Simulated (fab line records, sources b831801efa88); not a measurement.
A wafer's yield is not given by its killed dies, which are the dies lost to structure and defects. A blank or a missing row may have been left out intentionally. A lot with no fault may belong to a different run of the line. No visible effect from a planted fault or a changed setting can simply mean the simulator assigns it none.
Which tool is to blame? / flow sky130 / 39 wafers from 13 lots sampled at 3 of the route's 708 steps

== WHAT EACH GAUGE READ, for each wafer ==
SKY_VT_ADJUST_PCH_OVL_MEAS_07.
lot=L212; measured=day 10 20:49; on=overlay-01; VT_ADJUST_PCH_OVL (nm)=-2.1 -1.8 -1.5
lot=L214; measured=day 11 16:03; on=overlay-01; VT_ADJUST_PCH_OVL (nm)=-0.7 0.5 0.2
lot=L215; measured=day 11 20:08; on=overlay-02; VT_ADJUST_PCH_OVL (nm)=-0.6 -2.3 -0.1
lot=L216; measured=day 12 04:29; on=overlay-02; VT_ADJUST_PCH_OVL (nm)=-2.3 -1.8 -2.8
lot=L217; measured=day 12 13:54; on=overlay-01; VT_ADJUST_PCH_OVL (nm)=-0.4 -0.5 -0.9
lot=L219; measured=day 13 11:31; on=overlay-02; VT_ADJUST_PCH_OVL (nm)=-0.9 -1.8 -2.0
lot=L221; measured=day 14 01:34; on=overlay-02; VT_ADJUST_PCH_OVL (nm)=-1.4 -3.7 -1.8
lot=L222; measured=day 14 12:41; on=overlay-02; VT_ADJUST_PCH_OVL (nm)=-4.1 -4.6 -2.2
lot=L224; measured=day 14 22:10; on=overlay-02; VT_ADJUST_PCH_OVL (nm)=1.4 1.4 0.0
lot=L228; measured=day 16 12:07; on=overlay-02; VT_ADJUST_PCH_OVL (nm)=-0.9 -0.8 -1.4
lot=L231; measured=day 17 02:18; on=overlay-02; VT_ADJUST_PCH_OVL (nm)=-0.5 -1.3 -1.7
lot=L232; measured=day 17 11:56; on=overlay-02; VT_ADJUST_PCH_OVL (nm)=-1.4 1.1 -0.9
lot=L233; measured=day 17 16:08; on=overlay-01; VT_ADJUST_PCH_OVL (nm)=-0.5 -1.0 -0.1

SKY_POLY_GATE_OVL_MEAS_14.
lot=L212; measured=day 16 23:18; on=overlay-01; POLY_GATE_OVL (nm)=9 8 5
lot=L214; measured=day 17 18:01; on=overlay-02; POLY_GATE_OVL (nm)=-3 -2 1
lot=L215; measured=day 17 20:45; on=overlay-01; POLY_GATE_OVL (nm)=-7 0 3
lot=L216; measured=day 18 07:25; on=overlay-02; POLY_GATE_OVL (nm)=6 -1 6
lot=L217; measured=day 19 18:54; on=overlay-02; POLY_GATE_OVL (nm)=2 -6 -7
lot=L219; measured=day 20 05:40; on=overlay-01; POLY_GATE_OVL (nm)=5 1 1
lot=L221; measured=day 21 01:51; on=overlay-01; POLY_GATE_OVL (nm)=0 7 3
lot=L222; measured=day 21 14:33; on=overlay-01; POLY_GATE_OVL (nm)=-4 -1 -4
lot=L224; measured=day 21 23:19; on=overlay-02; POLY_GATE_OVL (nm)=8 9 8
lot=L228; measured=day 23 18:05; on=overlay-02; POLY_GATE_OVL (nm)=-3 -4 -2
lot=L231; measured=day 24 06:11; on=overlay-01; POLY_GATE_OVL (nm)=3 -4 2
lot=L232; measured=day 24 15:13; on=overlay-02; POLY_GATE_OVL (nm)=-7 -9 -3
lot=L233; measured=day 24 16:34; on=overlay-02; POLY_GATE_OVL (nm)=3 -5 -6

== EACH LOT AND THE TOOL THAT RAN IT (in order: tool; ch and the chambers of the sampled wafers; start) ==
lot=L212; SKY_VT_ADJUST_HVTR_STRIP_10=plasma-asher-02 ch 0,1, day 9 22:10
lot=L214; SKY_VT_ADJUST_HVTR_STRIP_10=plasma-asher-03 ch 0,1, day 10 16:23
lot=L215; SKY_VT_ADJUST_HVTR_STRIP_10=plasma-asher-02 ch 0,1, day 10 20:38
lot=L216; SKY_VT_ADJUST_HVTR_STRIP_10=plasma-asher-03 ch 0,1, day 11 04:49
lot=L217; SKY_VT_ADJUST_HVTR_STRIP_10=plasma-asher-03 ch 0,1, day 11 13:32
lot=L219; SKY_VT_ADJUST_HVTR_STRIP_10=plasma-asher-03 ch 0,1, day 12 10:52
lot=L221; SKY_VT_ADJUST_HVTR_STRIP_10=plasma-asher-03 ch 0,1, day 12 23:43
lot=L222; SKY_VT_ADJUST_HVTR_STRIP_10=plasma-asher-02 ch 0,1, day 13 11:01
lot=L224; SKY_VT_ADJUST_HVTR_STRIP_10=plasma-asher-02 ch 0,1, day 13 19:02
lot=L228; SKY_VT_ADJUST_HVTR_STRIP_10=plasma-asher-03 ch 0,1, day 15 08:04
lot=L231; SKY_VT_ADJUST_HVTR_STRIP_10=plasma-asher-01 ch 0,1, day 15 22:10
lot=L232; SKY_VT_ADJUST_HVTR_STRIP_10=plasma-asher-01 ch 0,1, day 16 08:35
lot=L233; SKY_VT_ADJUST_HVTR_STRIP_10=plasma-asher-03 ch 0,1, day 16 12:32
- SKY_VT_ADJUST_HVTR_STRIP_10: strips in O2/N2.

== WHAT THE TOOLS THEMSELVES READ (means of the sampled wafers that have a number; where no wafer has one, the mark that the record gives instead) ==
SKY_VT_ADJUST_HVTR_STRIP_10.
lot=L212; tool=plasma-asher-02; drypump-motor-current-A (A)=5.7; oes-product-au (a.u.)=0.716; strip-time-to-endpoint-s (s)=14.29
lot=L214; tool=plasma-asher-03; drypump-motor-current-A (A)=5.7; oes-product-au (a.u.)=0.717; strip-time-to-endpoint-s (s)=14.30
lot=L215; tool=plasma-asher-02; drypump-motor-current-A (A)=6.0; oes-product-au (a.u.)=0.715; strip-time-to-endpoint-s (s)=14.31
lot=L216; tool=plasma-asher-03; drypump-motor-current-A (A)=5.8; oes-product-au (a.u.)=0.715; strip-time-to-endpoint-s (s)=14.34
lot=L217; tool=plasma-asher-03; drypump-motor-current-A (A)=5.8; oes-product-au (a.u.)=0.716; strip-time-to-endpoint-s (s)=14.28
lot=L219; tool=plasma-asher-03; drypump-motor-current-A (A)=5.7; oes-product-au (a.u.)=0.718; strip-time-to-endpoint-s (s)=14.31
lot=L221; tool=plasma-asher-03; drypump-motor-current-A (A)=5.8; oes-product-au (a.u.)=0.716; strip-time-to-endpoint-s (s)=14.25
lot=L222; tool=plasma-asher-02; drypump-motor-current-A (A)=5.7; oes-product-au (a.u.)=0.717; strip-time-to-endpoint-s (s)=14.30
lot=L224; tool=plasma-asher-02; drypump-motor-current-A (A)=6.0; oes-product-au (a.u.)=0.716; strip-time-to-endpoint-s (s)=14.32
lot=L228; tool=plasma-asher-03; drypump-motor-current-A (A)=5.7; oes-product-au (a.u.)=0.715; strip-time-to-endpoint-s (s)=14.28
lot=L231; tool=plasma-asher-01; drypump-motor-current-A (A)=5.9; oes-product-au (a.u.)=0.716; strip-time-to-endpoint-s (s)=14.27
lot=L232; tool=plasma-asher-01; drypump-motor-current-A (A)=5.5; oes-product-au (a.u.)=0.715; strip-time-to-endpoint-s (s)=14.34
lot=L233; tool=plasma-asher-03; drypump-motor-current-A (A)=5.8; oes-product-au (a.u.)=0.720; strip-time-to-endpoint-s (s)=14.32

== THE ANSWER, worked out from the rows above alone ==
Rule: what is usual is taken from the lots themselves. The widest of any qualifying gaps counts: lots, ordered by their means at a reading, are off when they make up no more than a third of the lots, leave a main group of 4 or more, and stand apart from it by 3 or more times the standard deviation of that group's means. Not used: any main group whose means are identical at the precision the tables above print for the reading. A lot without any number at a reading at which 4 lots or more have one is off too. The other lots that the step has rows for count as sound. Order of review: gauges by route order, followed by the tools' own readings, for which a lot's mean as printed above is used. The first step at which some lot is off is used, and at that step the reading that is off furthest; a lot without a number counts as furthest.
Nothing can be told from this: no lot is off at any reading shown.

== WHAT THE SIMULATOR HAD INSERTED ==
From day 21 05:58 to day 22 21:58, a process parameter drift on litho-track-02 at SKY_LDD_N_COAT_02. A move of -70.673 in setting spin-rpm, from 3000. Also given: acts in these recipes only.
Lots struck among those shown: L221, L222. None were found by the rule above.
